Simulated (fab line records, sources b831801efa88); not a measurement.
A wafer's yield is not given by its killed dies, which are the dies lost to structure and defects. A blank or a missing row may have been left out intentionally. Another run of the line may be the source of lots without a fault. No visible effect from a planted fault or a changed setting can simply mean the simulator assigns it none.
The tool behind it: which one? | flow sky130 | 24 lots with 72 wafers sampled at 6 steps, on a route of 708 steps

== WHAT THE GAUGES SHOWED, per wafer ==
SKY_VIA2_BOW_MEAS_03.
lot  | measured     | on            | VIA2_BOW (um)
L074 | day 35 16:06 | film-metro-03 | 83 90 70
L075 | day 36 06:14 | film-metro-03 | 91 85 79
L076 | day 36 10:54 | film-metro-03 | 89 87 97
L077 | day 36 17:05 | film-metro-04 | 80 77 83
L078 | day 37 07:20 | film-metro-04 | 84 91 96
L079 | day 37 08:34 | film-metro-02 | 89 90 86
L080 | day 38 04:17 | film-metro-02 | 101 88 91
L081 | day 38 04:42 | film-metro-03 | 82 91 88
L082 | day 38 14:35 | film-metro-04 | 98 82 76
L083 | day 38 16:49 | film-metro-04 | 84 82 92
L084 | day 39 11:21 | film-metro-03 | 85 83 90
L085 | day 39 13:39 | film-metro-02 | 94 107 93
L086 | day 39 22:34 | film-metro-04 | 87 94 91
L087 | day 40 00:13 | film-metro-03 | 85 88 85
L088 | day 40 02:48 | film-metro-03 | 75 77 75
L089 | day 40 06:34 | film-metro-03 | 78 81 79
L090 | day 40 10:24 | film-metro-02 | 66 77 88
L091 | day 40 10:45 | film-metro-04 | 100 96 87
L092 | day 41 02:29 | film-metro-04 | 95 102 104
L093 | day 41 06:40 | film-metro-03 | 84 79 84
L094 | day 41 13:53 | film-metro-02 | 84 88 89
L096 | day 41 16:03 | film-metro-03 | 81 88 95
L095 | day 41 18:05 | film-metro-02 | 89 85 90
L097 | day 42 09:02 | film-metro-02 | 87 90 86

SKY_VIA3_THK_MEAS_01.
lot  | measured     | on            | VIA3_HDPCVD_THK (nm)
L074 | day 39 00:59 | film-metro-04 | 1625 1647 1656
L075 | day 39 14:43 | film-metro-04 | 1647 1641 1640
L076 | day 39 18:37 | film-metro-01 | 1635 1630 1618
L077 | day 40 00:50 | film-metro-04 | 1636 1626 1647
L078 | day 40 13:32 | film-metro-04 | 1650 1635 1630
L079 | day 40 14:33 | film-metro-04 | 1629 1616 1621
L080 | day 41 10:10 | film-metro-04 | 1632 1638 1635
L081 | day 41 10:38 | film-metro-04 | 1630 1649 1658
L082 | day 41 18:30 | film-metro-04 | 1658 1651 1631
L083 | day 41 21:59 | film-metro-04 | 1655 1647 1643
L084 | day 42 14:32 | film-metro-02 | 1612 1616 1631
L085 | day 42 17:38 | film-metro-01 | 1624 1609 1631
L086 | day 43 02:33 | film-metro-01 | 1649 1650 1650
L087 | day 43 03:32 | film-metro-04 | 1630 1625 1636
L088 | day 43 05:57 | film-metro-04 | 1626 1622 1614
L089 | day 43 09:07 | film-metro-02 | 1619 1637 1622
L090 | day 43 13:31 | film-metro-01 | 1626 1614 1636
L091 | day 43 13:19 | film-metro-02 | 1668 1652 1660
L092 | day 44 03:42 | film-metro-04 | 1636 1619 1640
L093 | day 44 07:43 | film-metro-01 | 1637 1645 1638
L094 | day 44 13:31 | film-metro-01 | 1667 1652 1661
L096 | day 44 14:56 | film-metro-01 | 1658 1638 1630
L095 | day 44 17:46 | film-metro-04 | 1667 1686 1670
L097 | day 45 08:37 | film-metro-04 | 1667 1662 1666

SKY_METAL5_THK_MEAS_06: measures by xrf.
lot  | measured     | on            | METAL5_ALCU_THK (nm)
L074 | day 43 06:24 | film-metro-04 | 1158 1165 1173
L075 | day 43 19:50 | film-metro-01 | 1156 1155 1151
L076 | day 43 23:19 | film-metro-04 | 1137 1138 1147
L077 | day 44 04:46 | film-metro-03 | 1160 1161 1166
L078 | day 44 15:07 | film-metro-04 | 1138 1145 1151
L079 | day 44 17:34 | film-metro-03 | 1150 1139 1152
L080 | day 45 09:10 | film-metro-01 | 1144 1147 1156
L081 | day 45 10:59 | film-metro-01 | 1131 1119 1118
L082 | day 45 19:08 | film-metro-03 | 1146 1162 1148
L083 | day 45 20:50 | film-metro-04 | 1139 1136 1147
L084 | day 46 11:56 | film-metro-04 | 1133 1148 1128
L085 | day 46 14:05 | film-metro-01 | 1153 1131 1142
L086 | day 46 23:31 | film-metro-01 | 1113 1114 1103
L087 | day 46 23:59 | film-metro-01 | 1126 1130 1130
L088 | day 47 01:59 | film-metro-03 | 1137 1141 1132
L089 | day 47 04:47 | film-metro-03 | 1158 1150 1151
L090 | day 47 10:40 | film-metro-01 | 1153 1148 1146
L091 | day 47 09:38 | film-metro-03 | 1133 1132 1137
L092 | day 47 21:28 | film-metro-03 | 1154 1155 1155
L093 | day 48 01:34 | film-metro-01 | 1180 1168 1179
L094 | day 48 07:16 | film-metro-01 | 1161 1155 1146
L096 | day 48 08:29 | film-metro-04 | 1154 1155 1145
L095 | day 48 10:53 | film-metro-01 | 1149 1147 1141
L097 | day 48 23:47 | film-metro-01 | 1156 1161 1163

== TOOL THAT RAN EACH LOT (tool first, then ch and the chambers of the sampled wafers, then the start) ==
lot  | SKY_METAL2_SPUTTER_02        | SKY_METAL3_DESCUM_15              | SKY_METAL5_SPUTTER_02
L074 | pvd-sputter-03, day 34 11:41 | rie-metal-02 ch 0,1, day 38 23:53 | pvd-sputter-01, day 43 06:10
L075 | pvd-sputter-02, day 35 01:57 | rie-metal-02 ch 0,1, day 39 13:16 | pvd-sputter-02, day 43 19:35
L076 | pvd-sputter-03, day 35 06:28 | rie-metal-04 ch 0,1, day 39 17:29 | pvd-sputter-01, day 43 23:04
L077 | pvd-sputter-03, day 35 13:34 | rie-metal-04 ch 0,1, day 39 23:44 | pvd-sputter-03, day 44 04:30
L078 | pvd-sputter-02, day 36 03:28 | rie-metal-02 ch 0,1, day 40 12:26 | pvd-sputter-03, day 44 14:52
L079 | pvd-sputter-01, day 36 04:23 | rie-metal-03 ch 0,1, day 40 13:28 | pvd-sputter-03, day 44 17:20
L080 | pvd-sputter-01, day 37 00:56 | rie-metal-02 ch 0,1, day 41 09:02 | pvd-sputter-01, day 45 08:55
L081 | pvd-sputter-02, day 37 01:05 | rie-metal-03 ch 0,1, day 41 09:29 | pvd-sputter-03, day 45 10:44
L082 | pvd-sputter-03, day 37 11:25 | rie-metal-02 ch 0,1, day 41 17:21 | pvd-sputter-02, day 45 18:52
L083 | pvd-sputter-01, day 37 13:46 | rie-metal-03 ch 0,1, day 41 20:48 | pvd-sputter-01, day 45 20:35
L084 | pvd-sputter-01, day 38 09:28 | rie-metal-03 ch 0,1, day 42 13:26 | pvd-sputter-01, day 46 11:41
L085 | pvd-sputter-02, day 38 11:47 | rie-metal-02 ch 0,1, day 42 16:30 | pvd-sputter-01, day 46 13:50
L086 | pvd-sputter-03, day 38 20:58 | rie-metal-03 ch 0,1, day 43 01:17 | pvd-sputter-03, day 46 23:15
L087 | pvd-sputter-02, day 38 22:35 | rie-metal-04 ch 0,1, day 43 02:13 | pvd-sputter-02, day 46 23:44
L088 | pvd-sputter-02, day 39 01:01 | rie-metal-04 ch 0,1, day 43 04:47 | pvd-sputter-01, day 47 01:44
L089 | pvd-sputter-03, day 39 04:21 | rie-metal-03 ch 0,1, day 43 07:44 | pvd-sputter-02, day 47 04:32
L090 | pvd-sputter-03, day 39 08:49 | rie-metal-02 ch 0, day 43 11:52   | pvd-sputter-02, day 47 10:25
L091 | pvd-sputter-01, day 39 09:10 | rie-metal-03 ch 0,1, day 43 12:02 | pvd-sputter-01, day 47 09:24
L092 | pvd-sputter-03, day 40 01:06 | rie-metal-02 ch 1, day 44 02:11   | pvd-sputter-01, day 47 21:14
L093 | pvd-sputter-03, day 40 04:17 | rie-metal-03 ch 0,1, day 44 06:37 | pvd-sputter-02, day 48 01:20
L094 | pvd-sputter-01, day 40 11:48 | rie-metal-03 ch 0,1, day 44 12:23 | pvd-sputter-01, day 48 06:59
L096 | pvd-sputter-03, day 40 14:27 | rie-metal-04 ch 0,1, day 44 13:50 | pvd-sputter-01, day 48 08:14
L095 | pvd-sputter-03, day 40 16:28 | rie-metal-02 ch 0,1, day 44 16:40 | pvd-sputter-02, day 48 10:38
L097 | pvd-sputter-01, day 41 07:48 | rie-metal-04 ch 0,1, day 45 07:31 | pvd-sputter-03, day 48 23:33
- SKY_METAL2_SPUTTER_02: material AlCu, target thk 250 nm, time 13.3 s.
- SKY_METAL3_DESCUM_15: chemistry O2, time 8 s.
- SKY_METAL5_SPUTTER_02: material AlCu, target thk 1150 nm, time 61.2 s.

== AS READ BY THE TOOLS THEMSELVES (means over the sampled wafers that have a number; for cases with no such wafer, the mark the record gives instead) ==
SKY_METAL2_SPUTTER_02.
lot  | tool           | throttle-valve-pct (%)
L074 | pvd-sputter-03 | 30.7
L075 | pvd-sputter-02 | 29.9
L076 | pvd-sputter-03 | 31.3
L077 | pvd-sputter-03 | 30.7
L078 | pvd-sputter-02 | 29.6
L079 | pvd-sputter-01 | 30.7
L080 | pvd-sputter-01 | 30.0
L081 | pvd-sputter-02 | 29.8
L082 | pvd-sputter-03 | 30.9
L083 | pvd-sputter-01 | 29.7
L084 | pvd-sputter-01 | 30.3
L085 | pvd-sputter-02 | 29.5
L086 | pvd-sputter-03 | 30.8
L087 | pvd-sputter-02 | 30.1
L088 | pvd-sputter-02 | 29.7
L089 | pvd-sputter-03 | 30.6
L090 | pvd-sputter-03 | 30.0
L091 | pvd-sputter-01 | 30.3
L092 | pvd-sputter-03 | 30.9
L093 | pvd-sputter-03 | 30.2
L094 | pvd-sputter-01 | 30.6
L096 | pvd-sputter-03 | 30.7
L095 | pvd-sputter-03 | 31.0
L097 | pvd-sputter-01 | 30.4

SKY_METAL3_DESCUM_15.
lot  | tool         | drypump-motor-current-A (A) | oes-product-au (a.u.)
L074 | rie-metal-02 | 5.2                         | 0.997
L075 | rie-metal-02 | 5.4                         | 0.999
L076 | rie-metal-04 | 5.1                         | 1.003
L077 | rie-metal-04 | 5.1                         | 1.005
L078 | rie-metal-02 | 5.2                         | 1.003
L079 | rie-metal-03 | 5.6                         | 1.009
L080 | rie-metal-02 | 5.4                         | 1.003
L081 | rie-metal-03 | 6.0                         | 1.003
L082 | rie-metal-02 | 5.4                         | 1.006
L083 | rie-metal-03 | 6.0                         | 1.001
L084 | rie-metal-03 | 6.0                         | 0.999
L085 | rie-metal-02 | 5.4                         | 1.001
L086 | rie-metal-03 | 5.6                         | 0.995
L087 | rie-metal-04 | 5.1                         | 0.998
L088 | rie-metal-04 | 5.1                         | 1.003
L089 | rie-metal-03 | 5.5                         | 0.994
L090 | rie-metal-02 | 4.9                         | 0.994
L091 | rie-metal-03 | 6.0                         | 1.004
L092 | rie-metal-02 | 5.7                         | 0.998
L093 | rie-metal-03 | 6.0                         | 1.005
L094 | rie-metal-03 | 5.6                         | 1.005
L096 | rie-metal-04 | 5.1                         | 0.993
L095 | rie-metal-02 | 5.2                         | 1.006
L097 | rie-metal-04 | 5.1                         | 1.003

SKY_METAL5_SPUTTER_02.
lot  | tool           | throttle-valve-pct (%)
L074 | pvd-sputter-01 | 30.0
L075 | pvd-sputter-02 | 30.1
L076 | pvd-sputter-01 | 29.7
L077 | pvd-sputter-03 | 30.3
L078 | pvd-sputter-03 | 30.8
L079 | pvd-sputter-03 | 31.2
L080 | pvd-sputter-01 | 30.1
L081 | pvd-sputter-03 | 31.1
L082 | pvd-sputter-02 | 29.4
L083 | pvd-sputter-01 | 30.5
L084 | pvd-sputter-01 | 30.2
L085 | pvd-sputter-01 | 30.4
L086 | pvd-sputter-03 | 30.3
L087 | pvd-sputter-02 | 29.7
L088 | pvd-sputter-01 | 30.2
L089 | pvd-sputter-02 | 29.9
L090 | pvd-sputter-02 | 29.3
L091 | pvd-sputter-01 | 30.2
L092 | pvd-sputter-01 | 30.1
L093 | pvd-sputter-02 | 29.9
L094 | pvd-sputter-01 | 30.7
L096 | pvd-sputter-01 | 29.9
L095 | pvd-sputter-02 | 29.6
L097 | pvd-sputter-03 | 30.5

== THE ANSWER, worked out from the rows above alone ==
Rule: the usual values come from the lots themselves. Put in order of their means at a reading, lots are off if they are a third of the lots or fewer, leave a main group of 4 or more, and stand apart from it by a gap of 3 or more times the standard deviation of the main group's means; of several such gaps the widest counts. If all means in a main group match to the digits the tables above print for the reading, that group is not used. Also off: a lot with no number at a reading for which 4 or more lots have one. The other lots that the step has rows for count as sound. The gauges are gone through in route order, then the tools' own readings, and for those a lot's mean is taken as printed above. The first step at which some lot is off is used, and at that step the reading that is off furthest; a lot without a number counts as furthest.
No lot is off on any of the readings shown, so nothing can be concluded from this.

== WHAT HAD BEEN PUT IN BY THE SIMULATOR ==
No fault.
